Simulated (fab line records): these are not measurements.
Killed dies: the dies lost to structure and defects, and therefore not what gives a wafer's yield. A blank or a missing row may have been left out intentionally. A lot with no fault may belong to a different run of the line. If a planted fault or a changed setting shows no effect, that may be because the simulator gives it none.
8D (eight disciplines) problem report, filled in by code || flow gf180mcu || the parts of the form that need people (team, actions taken, sign-off) are left out

1. THE ISSUE
Wafers free of any fault read 601 nm (standard deviation 7.4) for V1_CVD_00_THK at GF_V1_THK_MEAS_01, against a mean of 303 nm on 9 wafers of 3 lots. That is -40 standard deviations from the usual mean.
Seen first at day 22 20:36 on film metro-04, wafer L496.3. Wafers with a number at this step in the record: 36, from 12 lots. The rule behind "out" and "out of limits": a value lying over 4 standard deviations away from the usual mean. The other wafers with a number count as sound.

2. WHAT THIS IS AND IS NOT
{"question": "which readings at this step", "is": "V1_CVD_00_THK", "is not": "-"}
{"question": "which lots", "is": "L496, L497, L499", "is not": "L483, L484, L487, L488, L491, L492, L494, L495, L498"}
{"question": "which wafers of those lots", "is": "all that have a number", "is not": "-"}
{"question": "read on which gauges", "is": "film metro-04", "is not": "film metro-02, film metro-03"}
{"question": "when", "is": "from day 22 20:36", "is not": "up to then (24 sound wafers); but 3 sound wafers of L498 came after"}

3. WHAT RULES OUT EACH SUSPECT
Counting: any tool at a process step up to the reading is kept as a suspect provided that every lot that is out went through it and no sound lot did after the first of them.
- the gauge at GF_V1_THK_MEAS_01: ruled out. All the wafers that are out were read on film metro-04, but those of them that GF_V1_CVD_00 has rows for are out there too, on other tools.
- hdpcvd-01 at GF_V1_CVD_00 (deposits SiO2, target thk 600 nm, time 100 s): kept. All lots that are out passed through it, beginning with L496 at day 22 20:31, and no sound lot followed; its final sound lot before that point was L495 at day 22 02:01. Its own sih4 flow sccm readings are out on those wafers.
Remaining after the count: hdpcvd-01 at GF_V1_CVD_00.

4. THE CAUSE (what the simulator had put in)
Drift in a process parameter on hdpcvd-01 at GF_V1_CVD_00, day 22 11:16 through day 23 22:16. The setting sih4 flow sccm was moved by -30, starting from 60. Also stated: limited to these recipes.
The count eliminated every tool but this one.

5. SEQUENCE OF EFFECTS, ordered by route
One row per reading whose mean, taken over the struck wafers that have a number, lies over 3 standard deviations from the usual. Readings are gone through only where the record gives a usual standard deviation; hours: the median, over the lots, of the time from a lot's start at the first step in this table giving one to that lot's start at this step; sigmas: the change measured in usual standard deviations.
{"hours": 0, "step": "GF_V1_CVD_00", "reading": "sih4 flow sccm", "usual": "60.03 sccm", "on struck wafers": 30.09, "change": -29.94, "sigmas": "-99 or more"}
{"hours": 0, "step": "GF_V1_THK_MEAS_01", "reading": "V1_CVD_00_THK", "usual": "601 nm", "on struck wafers": 303, "change": -298, "sigmas": -40}
Here are the process steps it includes:
- GF_V1_CVD_00: deposits SiO2, target thk 600 nm, time 100 s.
Later measuring or inspecting steps at which every struck wafer that the step has a row for has a number for every such reading, and none has moved that far: GF_V1_BOW_MEAS_05.

6. HOW IT WOULD HAVE BEEN CAUGHT EARLIER
9 hours passed between the start of the fault at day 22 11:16 and the first reading out of limits at a measuring or inspecting step in this record, taken at day 22 20:36.
The tool's own readings at GF_V1_CVD_00 were out on every struck wafer that the step has a row for (sih4 flow sccm): an alarm limit on them would have fired on the first of those.
Among the 3 lots that are out, L497, L499 began GF_V1_CVD_00 on hdpcvd-01 after day 22 20:36. A hold on the tool at that time would have spared those 2.
